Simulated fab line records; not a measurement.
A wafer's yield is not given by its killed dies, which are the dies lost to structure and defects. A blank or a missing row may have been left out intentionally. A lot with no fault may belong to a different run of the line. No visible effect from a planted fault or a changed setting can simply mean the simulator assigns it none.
fab line records ; flow sky130
record lots=13; wafers=39; lastDay=50
route steps=708 shown SONOS_TUNNEL@161 LDD_LDN@293 POLY_CUT@316 SD_N@350 PAD_OPEN@708
lots with no fault: from the same line, run without faults
startH: hours from the record's first day to the start of the lot's first wafer shown ; waitH: hours from the lot's prior step to this one ; " identical to the entry in the row above ; L1.1+2: a single row standing in for several wafers ; - value missing, or start not given ; * or withheld: withheld ; < > ~ a bound
route shown NAME@n: names a module that has steps shown in the file, with the first one's number in the route ; usual: mean/standard deviation taken from wafers without a fault ; same: alike in all rows ; chamber/n: place in a boat ; sites: each site's reading ; _std_site: their standard deviation ; _edge_site: inner sites' mean taken away from outer sites' mean ; radiusMm: how far each site lies from the wafer's centre ; mask NAME#n: copy n ; behind: tool/chamber where the wafer was last shaped ; hold: why the lot went on hold/how many hours it stayed there/how the hold came to an end ; device: whichever transistor did not switch (one of n, p or np) ; end of line: the same wafers' tests at the end of the route ; a step without rows: its recipe alone ; killed: not the wafer's yield, but the dies lost to structure and defects at the first sort ; map: a wafer's dies, x killed, . not, _ none there
set.NAME: setting as actually run; set.NAME@STEP: the setting as run at that earlier step ; model.NAME: the simulator's own value behind a step, which no gauge read
route steps across a sampled set of lots; one table per step, one row per wafer
services: the hour from which a tool's chamber was out of use, counted from the record's first day as startH (under 0 if before that day), plus the number of hours and why
## steps
# step SKY_SONOS_TUNNEL_CD_MEAS_07
# recipe targetCdNm=410
# usual cdNm=408.8/2.5
lot.wafer;tool;chamber;startH;waitH;cdNm
L858.2;cdSem-02;-;247.96;0.1;408.1
L858.4;cdSem-02;-;247.96;0.1;406.5
L858.5;cdSem-02;-;247.96;0.1;408.0
L859.1;cdSem-02;-;255.69;0.1;411.6
L859.2;cdSem-02;-;255.69;0.1;411.6
L859.4;cdSem-02;-;255.69;0.1;414.5
L861.1;cdSem-01;-;267.74;0.1;411.5
L861.5;cdSem-01;-;267.74;0.1;411.8
L861.6;cdSem-01;-;267.74;0.1;413.3
L863.3;cdSem-01;-;283.53;0.1;410.7
L863.4;cdSem-01;-;283.53;0.1;410.3
L863.6;cdSem-01;-;283.53;0.1;411.1
L864.1;cdSem-01;-;291.89;0.1;409.9
L864.3;cdSem-01;-;291.89;0.1;406.2
L864.4;cdSem-01;-;291.89;0.1;407.1
L865.2;cdSem-01;-;304.41;0.1;414.1
L865.4;cdSem-01;-;304.41;0.1;414.2
L865.6;cdSem-01;-;304.41;0.1;412.4
L866.3;cdSem-01;-;310.98;0.1;407.5
L866.4;cdSem-01;-;310.98;0.1;405.7
L866.6;cdSem-01;-;310.98;0.1;407.3
L874.1;cdSem-02;-;382.09;0.1;404.4
L874.3;cdSem-02;-;382.09;0.1;406.8
L874.6;cdSem-02;-;382.09;0.1;407.0
L877.2;cdSem-01;-;397.74;0.1;407.0
L877.5;cdSem-01;-;397.74;0.1;408.7
L877.6;cdSem-01;-;397.74;0.1;406.4
L878.1;cdSem-01;-;405.74;0.1;408.6
L878.4;cdSem-01;-;405.74;0.1;407.9
L878.6;cdSem-01;-;405.74;0.1;409.6
L879.2;cdSem-01;-;416.99;0.1;410.0
L879.3;cdSem-01;-;416.99;0.1;408.5
L879.6;cdSem-01;-;416.99;0.1;409.7
L880.2;cdSem-01;-;424.96;0.1;411.8
L880.3;cdSem-01;-;424.96;0.1;408.9
L880.6;cdSem-01;-;424.96;0.1;413.0
L881.1;cdSem-01;-;434.14;0.1;404.5
L881.4;cdSem-01;-;434.14;0.1;402.3
L881.6;cdSem-01;-;434.14;0.1;405.0
# step SKY_LDD_LDN_EXPOSE_04
# recipe maskId=LDNTM; na=0.6; sourceShape=conventional; sigmaOuter=0.6; polarization=unpolarized; targetCdNm=700; doseMj=140
lot.wafer;tool;chamber;startH;waitH;mask
L858.2+4+5;ilineStepper-02;0;505.91;-;LDNTM#0
L859.1+2+4;ilineStepper-01;0;519.01;-;LDNTM#0
L861.1+5+6;ilineStepper-01;0;535.03;-;LDNTM#0
L863.3+4+6;ilineStepper-01;0;546.36;-;LDNTM#0
L864.1+3+4;ilineStepper-02;0;559.00;-;LDNTM#0
L865.2+4+6;ilineStepper-02;0;575.91;-;LDNTM#0
L866.3+4+6;ilineStepper-02;0;579.53;-;LDNTM_R1#0
L874.1+3+6;ilineStepper-01;0;652.49;-;LDNTM#0
L877.2+5+6;ilineStepper-02;0;668.87;-;LDNTM#0
L878.1+4+6;ilineStepper-02;0;676.97;-;LDNTM#0
L879.2+3+6;ilineStepper-01;0;685.38;-;LDNTM#0
L880.2+3+6;ilineStepper-02;0;693.98;-;LDNTM#0
L881.1+4+6;ilineStepper-02;0;697.09;-;LDNTM#0
# step SKY_POLY_CUT_OVL_MEAS_09
# usual POLY_CUT_OVL=1/5.8
lot.wafer;tool;chamber;startH;waitH;POLY_CUT_OVL[nm]
L858.2;overlay-01;-;554.14;0.1;3
L858.4;overlay-01;-;554.14;0.1;2
L858.5;overlay-01;-;554.14;0.1;-2
L859.1;overlay-02;-;566.46;0.1;-1
L859.2;overlay-02;-;566.46;0.1;6
L859.4;overlay-02;-;566.46;0.1;8
L861.1;overlay-01;-;581.11;0.1;9
L861.5;overlay-01;-;581.11;0.1;2
L861.6;overlay-01;-;581.11;0.1;9
L863.3;overlay-01;-;592.97;0.1;4
L863.4;overlay-01;-;592.97;0.1;3
L863.6;overlay-01;-;592.97;0.1;-4
L864.1;overlay-01;-;608.01;0.1;2
L864.3;overlay-01;-;608.01;0.1;13
L864.4;overlay-01;-;608.01;0.1;-5
L865.2;overlay-02;-;621.27;0.1;10
L865.4;overlay-02;-;621.27;0.1;3
L865.6;overlay-02;-;621.27;0.1;11
L866.3;overlay-01;-;624.27;0.1;6
L866.4;overlay-01;-;624.27;0.1;7
L866.6;overlay-01;-;624.27;0.1;-1
L874.1;overlay-02;-;698.21;0.1;-8
L874.3;overlay-02;-;698.21;0.1;-10
L874.6;overlay-02;-;698.21;0.1;-14
L877.2;overlay-02;-;713.37;0.1;-7
L877.5;overlay-02;-;713.37;0.1;1
L877.6;overlay-02;-;713.37;0.1;-2
L878.1;overlay-02;-;720.66;0.1;0
L878.4;overlay-02;-;720.66;0.1;12
L878.6;overlay-02;-;720.66;0.1;6
L879.2;overlay-01;-;728.57;0.1;5
L879.3;overlay-01;-;728.57;0.1;3
L879.6;overlay-01;-;728.57;0.1;7
L880.2;overlay-01;-;736.92;0.1;1
L880.3;overlay-01;-;736.92;0.1;10
L880.6;overlay-01;-;736.92;0.1;-1
L881.1;overlay-01;-;739.71;0.1;-2
L881.4;overlay-01;-;739.71;0.1;-6
L881.6;overlay-01;-;739.71;0.1;-8
# step SKY_SD_N_OVL_MEAS_08
# usual SD_N_OVL=0.7/1.5
lot.wafer;tool;chamber;startH;waitH;SD_N_OVL[nm]
L858.2;overlay-02;-;642.05;0.1;0.3
L858.4;overlay-02;-;642.05;0.1;-1.4
L858.5;overlay-02;-;642.05;0.1;1.3
L859.1;overlay-02;-;654.09;0.1;-1.8
L859.2;overlay-02;-;654.09;0.1;-1.2
L859.4;overlay-02;-;654.09;0.1;-1.5
L861.1;overlay-01;-;667.64;0.1;2.2
L861.5;overlay-01;-;667.64;0.1;-0.4
L861.6;overlay-01;-;667.64;0.1;-0.7
L863.3;overlay-01;-;678.99;0.1;-0.3
L863.4;overlay-01;-;678.99;0.1;1.5
L863.6;overlay-01;-;678.99;0.1;2.1
L864.1;overlay-01;-;692.96;0.1;1.8
L864.3;overlay-01;-;692.96;0.1;1.5
L864.4;overlay-01;-;692.96;0.1;1.8
L865.2;overlay-01;-;706.02;0.1;-1.3
L865.4;overlay-01;-;706.02;0.1;0.4
L865.6;overlay-01;-;706.02;0.1;2.6
L866.3;overlay-02;-;709.77;0.1;2.0
L866.4;overlay-02;-;709.77;0.1;1.3
L866.6;overlay-02;-;709.77;0.1;3.7
L874.1;overlay-02;-;779.01;0.1;0.2
L874.3;overlay-02;-;779.01;0.1;0.5
L874.6;overlay-02;-;779.01;0.1;1.0
L877.2;overlay-01;-;794.60;0.1;-0.1
L877.5;overlay-01;-;794.60;0.1;-2.1
L877.6;overlay-01;-;794.60;0.1;-0.6
L878.1;overlay-02;-;800.14;0.1;-1.8
L878.4;overlay-02;-;800.14;0.1;-0.1
L878.6;overlay-02;-;800.14;0.1;-1.1
L879.2;overlay-02;-;810.15;0.1;2.7
L879.3;overlay-02;-;810.15;0.1;3.4
L879.6;overlay-02;-;810.15;0.1;1.2
L880.2;overlay-01;-;816.36;0.1;3.2
L880.3;overlay-01;-;816.36;0.1;2.3
L880.6;overlay-01;-;816.36;0.1;4.1
L881.1;overlay-02;-;820.21;0.1;1.0
L881.4;overlay-02;-;820.21;0.1;-1.2
L881.6;overlay-02;-;820.21;0.1;0.4
# step SKY_PAD_OPEN_PROBE_99
# usual killed_at_M0_to_M3=44/7.8; killed_at_M4_up=3.1/1.7; killedAtContacts=25/5.1; killedAtFrontEnd=15/4.4; killedAtOther=0.5/0.68; killedDies=88/9.9; killedOnRim=17/3.9; killedOpen=48/6.9; killedShort=39/6.5
# same grossDies=492; killedAtBackSide=0
lot.wafer;tool;chamber;startH;waitH;killed_at_M0_to_M3;killed_at_M4_up;killedAtContacts;killedAtFrontEnd;killedAtOther;killedDies;killedOnRim;killedOpen;killedShort
L865.2;prober-01;-;1119.01;0.1;61;4;25;18;1;109;12;61;48
L865.4;prober-01;-;1119.11;0.2;38;4;28;18;0;88;21;55;33
L865.6;prober-01;-;1119.21;0.2;50;4;22;14;0;90;20;53;37
L866.3;prober-02;-;1120.04;0.2;56;5;27;104;1;193;65;64;41
L866.4;prober-02;-;1120.09;0.2;59;2;27;95;0;183;63;47;45
L866.6;prober-02;-;1120.19;0.2;44;3;23;94;1;165;55;52;42
# killed by level:class
L865.2 VIA1:geometricParticle:open=13 VIA2:geometricParticle:open=10 VIA3:geometricParticle:open=9 LI_CONTACT:geometricParticle:open=8 POLY_GATE:geometricParticle:open=7 CONTACT:geometricParticle:open=7 VIA2:geometricParticle:short=6 CONTACT:geometricParticle:short=5
L865.4 CONTACT:geometricParticle:open=11 VIA1:geometricParticle:open=9 LI_CONTACT:geometricParticle:open=7 VIA3:geometricParticle:open=7 LOCAL_INTERCONNECT:geometricParticle:short=6 FIELD_ISO:geometricParticle:short=5 POLY_GATE:geometricParticle:open=5 VIA2:geometricParticle:open=5
L865.6 VIA1:geometricParticle:open=12 CONTACT:geometricParticle:open=10 VIA2:geometricParticle:open=7 VIA1:geometricParticle:short=7 VIA3:geometricParticle:open=6 FIELD_ISO:geometricParticle:open=5 LOCAL_INTERCONNECT:geometricParticle:short=5 METAL2:geometricParticle:short=5
L866.3 LDD_LDN:areaExpose=87 VIA1:geometricParticle:open=14 CONTACT:geometricParticle:open=11 VIA3:geometricParticle:open=10 METAL1:geometricParticle:short=8 VIA2:geometricParticle:open=7 FIELD_ISO:geometricParticle:open=6 LI_CONTACT:geometricParticle:open=6
L866.4 LDD_LDN:areaExpose=90 LI_CONTACT:geometricParticle:open=11 VIA1:geometricParticle:open=10 METAL2:geometricParticle:short=9 VIA1:geometricParticle:short=8 CONTACT:geometricParticle:open=7 METAL1:geometricParticle:short=6 CONTACT:geometricParticle:short=5
L866.6 LDD_LDN:areaExpose=70 CONTACT:geometricParticle:open=12 VIA3:geometricParticle:open=11 VIA1:geometricParticle:open=9 VIA1:geometricParticle:short=6 FIELD_ISO:geometricParticle:short=5 POLY_GATE:geometricParticle:short=5 CONTACT:geometricParticle:short=5
## services
tool;chamber;startH;hours;kind
ilineStepper-01;-;483.94;1.7;pm
ilineStepper-01;-;503.62;5.8;repair
ilineStepper-02;-;509.43;2.1;pm
ilineStepper-02;-;511.52;-;consumableReplace:lamp
ilineStepper-02;-;534.02;1.7;pm
ilineStepper-02;0;546.97;-;calibration
ilineStepper-01;-;556.60;3.8;repair
ilineStepper-01;0;575.34;-;calibration
ilineStepper-01;-;667.41;8.9;pm
## key
firstSign step=SKY_LDD_LDN_EXPOSE_04; reading=mask; direction=changed
effect step=SKY_PAD_OPEN_PROBE_99; reading=killedAtFrontEnd; direction=up; sigmas=19; usual=15; struck=98
moreKillsBornAt SKY_LDD_LDN_EXPOSE_04@ilineStepper-02=247
metAt SKY_LDD_LDN_EXPOSE_04
struckLots L866
testerLeftOut L866
notActingAt SKY_SONOS_TUNNEL_CD_MEAS_07,SKY_POLY_CUT_OVL_MEAS_09,SKY_SD_N_OVL_MEAS_08
onsetBetween 575.91 579.53
fault kind=wrongMask; tool=any; chamber=-; onsetH=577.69; steps=SKY_LDD_LDN_EXPOSE_04; auxCopy=LDNTM_R1#0; cdOffsetNm=105; scope=struckLotsOnly
# testerLeftOut: of these lots the tester's yield and bins aren't shown, on N5 and GAA mostly nor the transistor test; their killed dies are dies lost to structure and defects alone, not to doping, threshold or leakage, so they don't give the yield
